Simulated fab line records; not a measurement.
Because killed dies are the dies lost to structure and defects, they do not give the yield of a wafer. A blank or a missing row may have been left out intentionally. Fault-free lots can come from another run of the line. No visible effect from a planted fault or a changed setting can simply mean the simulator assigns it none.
2 desks, one fault | flow gf180mcu | every desk sees just its own numbers, and what lay behind them comes last

## THE METROLOGY DESK
What the gauges read, lot by lot, whatever tool the lot ran on: means of the sampled wafers that have a number. A lot is out of limits, marked OUT, if its mean lies more than 4 standard deviations from the usual mean; the brackets give that distance.
Columns: A = cd nm at GF_V4_CD_MEAS_14, usual 259.8 nm; B = V4_OVL at GF_V4_OVL_MEAS_15, usual -3 nm
lot  | first seen here | A     | B
L438 | day 25 21:41    | 258.6 | -6
L441 | day 27 02:14    | 260.4 | -3
L442 | day 27 07:10    | 261.0 | -4
L453 | day 30 15:35    | 259.1 | -1
L454 | day 31 00:10    | 261.4 | 4
L456 | day 31 10:20    | 259.0 | -5
Result from this desk: across the 6 lots, nothing is out of limits.

## AT THE TOOL OWNER'S DESK: pvd sputter-01
At GF_V4_SPUTTER_22 (material TiN, target thk 10 nm, time 40 s) the tool's own readings: per lot run on this tool, the mean of the sampled wafers that have a number. A lot is out of limits, marked OUT, if its mean lies more than 4 standard deviations from the usual mean; the brackets give that distance.
Columns: A = throttle valve pct at GF_V4_SPUTTER_22, usual 30.6 %
lot  | first seen here | A
L441 | day 27 03:10    | 31.5
L442 | day 27 07:59    | 31.5
L453 | day 30 16:28    | 30.8
Result from this desk: across the 3 lots, nothing is out of limits.

## ALL TOGETHER
From the metrology desk's view, nothing was out of limits.
The tool owner's desk saw nothing out of limits.

## WHAT HAD BEEN PUT IN BY THE SIMULATOR
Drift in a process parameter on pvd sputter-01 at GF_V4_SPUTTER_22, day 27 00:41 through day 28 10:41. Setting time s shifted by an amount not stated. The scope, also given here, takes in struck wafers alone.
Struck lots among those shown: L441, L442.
